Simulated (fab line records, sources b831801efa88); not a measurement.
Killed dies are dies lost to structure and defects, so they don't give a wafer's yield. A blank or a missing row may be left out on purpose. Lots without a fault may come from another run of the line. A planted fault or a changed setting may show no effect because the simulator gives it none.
A struck lot beside a sound one | flow sky130 | 15 steps out of a route of 708
Sound: wafers L294.2, L294.3, L294.4. Struck: wafers L288.1, L288.4, L288.6. The cause comes at the end.
At each step with rows: each side's tool, then ch and its chambers, then its first start. Under that, the readings that differ: sound wafers | struck wafers | difference of the means | sigmas: that difference in standard deviations of wafers without a fault.
alike: readings whose means differ by less than 2 such deviations, and words and numbers that are the same on both sides. not compared: withheld readings, readings that some wafer has no value for, bounds like >300 that may hide the same value, and numbers for which the record gives no deviation and whose values overlap.
The two part at a step that has a row with sigmas, a row that says differs or no value, or rows on one side only. Numbers that don't overlap but have no deviation are shown without sigmas and don't part them. A reading that every wafer of one side lacks parts them only if that side has two wafers or more.

first, 5 steps without rows for these wafers: SKY_SONOS_ONO_COAT_08 (resist thk 1140 nm); SKY_SONOS_ONO_SOFTBAKE_09 (time 57.51 s); SKY_SONOS_ONO_EXPOSE_10 (exposes mask ONOM, target cd 410 nm); SKY_SONOS_ONO_PEB_11; SKY_SONOS_ONO_DEVELOP_12 (develop time 60 s).
SKY_SONOS_ONO_CD_MEAS_13: target cd 410 nm.
  sound on cd_sem-01, day 19 12:15; struck on cd_sem-02, day 16 12:47
  alike: cd_nm
SKY_SONOS_ONO_OVL_MEAS_14:
  sound on overlay-02, day 19 12:22; struck on overlay-02, day 16 12:55
  alike: SONOS_ONO_OVL
SKY_SONOS_ONO_ETCH_15: etches the open film in CHF3/O2, target depth 19.52 nm, time 7.8 s.
  sound on rie_diel-04 ch 0,1,2, day 19 12:23; struck on rie_diel-04 ch 0,1,2, day 16 12:56
  alike: drypump_motor_current_A, oes_product_au, throttle_valve_pct
  not compared: rf_hours_counter_h
then, 1 step without rows for these wafers: SKY_SONOS_ONO_WET_ETCH_16 (etches SiO2 in dHF, target depth 14 nm, time 280 s).
SKY_SONOS_ONO_STRIP_17: strips in O2/N2.
  sound on plasma_asher-03 ch 0,1, day 19 12:30; struck on plasma_asher-04 ch 0,1, day 16 13:04
  alike: drypump_motor_current_A, oes_product_au, strip_time_to_endpoint_s
  not compared: rf_hours_counter_h
then, 2 steps without rows for these wafers: SKY_SONOS_ONO_WET_ETCH_18 (etches Si3N4 in H3PO4, target depth 15 nm, time 172 s); SKY_GATE_OXIDE_CLEAN_00 (cleans in SC1/SC2, time 150 s).
-- the record jumps here: 3 days lie between the struck wafers' starts before and after --
SKY_GATE_OXIDE_OXIDATION_01: stabilise 600 s, purge 300 s, target thk 10.268 nm.
  sound on furnace-02 ch 0, day 19 13:34; struck on furnace-01 ch 0, day 19 01:16
  alike: spike_tc_bottom_C, tube_center_temp_C
SKY_GATE_OXIDE_THK_MEAS_02:
  sound on film_metro-01, day 19 15:01; struck on film_metro-04, day 19 02:41
  alike: GATE_OXIDE_OXIDATION_00_THK
-- the record jumps here: 32 days lie between the struck wafers' starts before and after (it left off in module GATE_OXIDE and takes up again in module PAD_OPEN, whose first step shown is number 708 of the route) --
SKY_PAD_OPEN_PROBE_99:
  sound on prober-01, day 50 16:59; struck on prober-01, day 51 00:49
  reading                                   | sound             | struck            | difference | sigmas
  model.etest.cap_thick_oxide.gate_bv_v (V) | 15.77 15.44 15.25 | 14.92 14.83 15.02 | -0.56      |
  alike: killed_at_M0_to_M3, killed_at_M4_up, killed_at_contacts, killed_at_front_end, killed_at_other, killed_dies, killed_open, killed_short

WHERE THEY PART
Nowhere in this record.

WHY: what the simulator had put in
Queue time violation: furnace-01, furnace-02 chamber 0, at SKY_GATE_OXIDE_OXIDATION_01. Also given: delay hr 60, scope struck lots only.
